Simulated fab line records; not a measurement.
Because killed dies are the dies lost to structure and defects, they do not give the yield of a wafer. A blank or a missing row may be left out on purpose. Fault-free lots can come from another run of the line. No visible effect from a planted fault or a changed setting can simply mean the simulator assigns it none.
Comparing a struck lot with a sound one || flow sky130 || 43 out of 708 route steps
Sound: wafers L274.2, L274.3, L274.6. Struck: wafer L287.2 (L287.3, L287.6, from the same lot, were not struck and are left out); the cause is given at the end.
For every step that has rows: the tool of each side, followed by ch and its chambers, followed by its first start. Under that, the readings that differ: sound wafers || struck wafers || difference of the means || sigmas: that difference in standard deviations of wafers without a fault.
alike: same words and numbers on both sides, and readings whose means sit less than 2 such deviations apart. not compared: any withheld reading, any reading some wafer has no value for, any bound like >300 that may hide the same value, and any number with overlapping values for which the record gives no deviation.
A row with sigmas, a row that says differs or no value, or rows on one side alone: a step with any of these is where the two part. Numbers that have no deviation but don't overlap get no sigmas and don't part them. A reading that every wafer of one side lacks parts them only if that side has two wafers or more.

SKY_VIA2_ETCH_15: etches SiO2 in C4F8/O2/Ar, stops on TiN, target depth 546 nm, time 84 s.
  sound on rie_diel-03 ch 0,1,3, day 36 16:08; struck on rie_diel-01 ch 3, day 40 16:41
{"reading": "oes_product_au (a.u.)", "sound": "0.941 0.948 0.940", "struck": 0.932, "difference": -0.011, "sigmas": -2}
  not compared: rf_hours_counter_h
then, 6 steps without rows for these wafers: SKY_VIA2_STRIP_16 (strips in O2/N2); SKY_VIA2_STRIP_17 (strips in post etch residue remover, time 1200 s); SKY_VIA2_CLEAN_18 (cleans in IPA, time 180 s); SKY_VIA2_CLEAN_19 (cleans in O3/DIW); SKY_VIA2_SPUTTER_20 (material TiN, target thk 20 nm, time 80 s); SKY_VIA2_CVD_21 (deposits W, target thk 420 nm, time 126.4 s).
SKY_VIA2_RS_MEAS_22: the measuring method here is four-point-probe.
  sound on film_metro-04, day 36 17:01; struck on film_metro-03, day 40 17:33
  alike: VIA2_W_RS
SKY_VIA2_THK_MEAS_23: measures by xrf.
  sound on film_metro-04, day 36 17:07; struck on film_metro-03, day 40 17:40
  alike: VIA2_W_THK
then, 1 step without rows for these wafers: SKY_VIA2_CMP_24 (polishes, stops on SiO2, t overpolish 20 s, target thk 0 nm).
SKY_METAL3_SPUTTER_00: material Ti, target thk 15 nm, time 10 s.
  sound on pvd_sputter-02, day 36 17:28; struck on pvd_sputter-02, day 40 18:01
  alike: chamber_pressure_pa, throttle_valve_pct
then, 1 step without rows for these wafers: SKY_METAL3_SPUTTER_01 (material TiN, target thk 20 nm, time 16.7 s).
SKY_METAL3_SPUTTER_02: material AlCu, target thk 735 nm, time 39.1 s.
  sound on pvd_sputter-02, day 36 17:31; struck on pvd_sputter-02, day 40 18:04
{"reading": "model.AlCu_of_METAL3_SPUTTER_02.thk_nm (nm)", "sound": "736.7 734.6 737.7", "struck": 1047, "difference": "+311", "sigmas": ""}
  alike: chamber_pressure_pa, throttle_valve_pct
SKY_METAL3_SPUTTER_03: material Ti, target thk 5 nm, time 3.3 s.
  sound on pvd_sputter-02, day 36 17:33; struck on pvd_sputter-02, day 40 18:06
  alike: chamber_pressure_pa, throttle_valve_pct
then, 1 step without rows for these wafers: SKY_METAL3_SPUTTER_04 (material TiN, target thk 70 nm, time 58.3 s).
SKY_CAPM_CVD_00: deposits SiO2, target thk 15.5 nm.
  sound on pecvd-02 ch 0,1, day 36 17:37; struck on pecvd-01 ch 1, day 40 18:10
  alike: heater_power_w
SKY_CAPM_THK_MEAS_01:
  sound on film_metro-02, day 36 17:39; struck on film_metro-04, day 40 18:12
{"reading": "CAPM_CVD_00_THK (nm)", "sound": "15.52 15.52 16.04", "struck": 15.04, "difference": -0.65, "sigmas": -3}
then, 1 step without rows for these wafers: SKY_CAPM_SPUTTER_02 (material TiN, target thk 200 nm, time 166.7 s).
SKY_CAPM_RS_MEAS_03: the measuring method here is four-point-probe.
  sound on film_metro-04, day 36 17:50; struck on film_metro-01, day 40 18:23
  alike: CAPM_TIN_RS
SKY_CAPM_THK_MEAS_04: measures by xrf.
  sound on film_metro-04, day 36 17:56; struck on film_metro-01, day 40 18:29
  alike: CAPM_TIN_THK
then, 7 steps without rows for these wafers: SKY_CAPM_DEHYDRATE_05 (time 60 s); SKY_CAPM_HMDS_06 (prime time 60 s); SKY_CAPM_COAT_07 (resist thk 1140 nm); SKY_CAPM_SOFTBAKE_08 (time 60 s); SKY_CAPM_EXPOSE_09 (exposes mask CAPM, target cd 1000 nm); SKY_CAPM_PEB_10; SKY_CAPM_DEVELOP_11 (develop time 60 s).
SKY_CAPM_OVL_MEAS_12:
  sound on overlay-02, day 37 18:59; struck on overlay-02, day 41 17:35
  alike: CAPM_OVL
SKY_CAPM_METAL_ETCH_13: etches TiN in Cl2/BCl3, stops on SiO2, target depth 220 nm, time 62.9 s.
  sound on rie_metal-01 ch 0,1, day 37 19:01; struck on rie_metal-01 ch 1, day 41 17:37
  alike: drypump_motor_current_A, oes_product_au, throttle_valve_pct
  not compared: rf_hours_counter_h
then, 12 steps without rows for these wafers: SKY_CAPM_STRIP_14 (strips in O2/N2); SKY_CAPM_STRIP_15 (strips in post etch residue remover, time 1200 s); SKY_CAPM_CLEAN_16 (cleans in IPA, time 180 s); SKY_CAPM_CLEAN_17 (cleans in O3/DIW); SKY_METAL3_DEHYDRATE_05 (time 60 s); SKY_METAL3_HMDS_06 (prime time 60 s); SKY_METAL3_COAT_07 (resist thk 60 nm); SKY_METAL3_COAT_08 (resist thk 1140 nm); SKY_METAL3_SOFTBAKE_09 (time 90 s); SKY_METAL3_EXPOSE_10 (exposes mask MM3, target cd 300 nm); SKY_METAL3_PEB_11; SKY_METAL3_DEVELOP_12 (develop time 60 s).
SKY_METAL3_CD_MEAS_13: the cd target is 300 nm.
  sound on cd_sem-01, day 38 21:13; struck on cd_sem-02, day 42 18:02
{"reading": "cd_nm (nm)", "sound": "296.7 296.3 296.5", "struck": 300.7, "difference": "+4.2", "sigmas": "+3"}
SKY_METAL3_METAL_ETCH_18: etches the open film in Cl2/BCl3, stops on SiO2, target depth 845 nm, time 183.1 s.
  sound on rie_metal-04 ch 1, day 38 21:29; struck on rie_metal-01 ch 0, day 42 18:22
{"reading": "drypump_motor_current_A (A)", "sound": "5.2 5.2 5.2", "struck": 6.3, "difference": "+1.1", "sigmas": "+2"}
{"reading": "oes_product_au (a.u.)", "sound": "0.863 0.863 0.871", "struck": 0.990, "difference": "+0.124", "sigmas": "+20"}
{"reading": "throttle_valve_pct (%)", "sound": "22.247 22.265 22.247", "struck": 22.278, "difference": "+0.025", "sigmas": "+3"}
  not compared: rf_hours_counter_h

## WHERE THEY PART
First at SKY_VIA2_ETCH_15; last, within this record, at SKY_METAL3_METAL_ETCH_18.

WHY: the cause the simulator had injected
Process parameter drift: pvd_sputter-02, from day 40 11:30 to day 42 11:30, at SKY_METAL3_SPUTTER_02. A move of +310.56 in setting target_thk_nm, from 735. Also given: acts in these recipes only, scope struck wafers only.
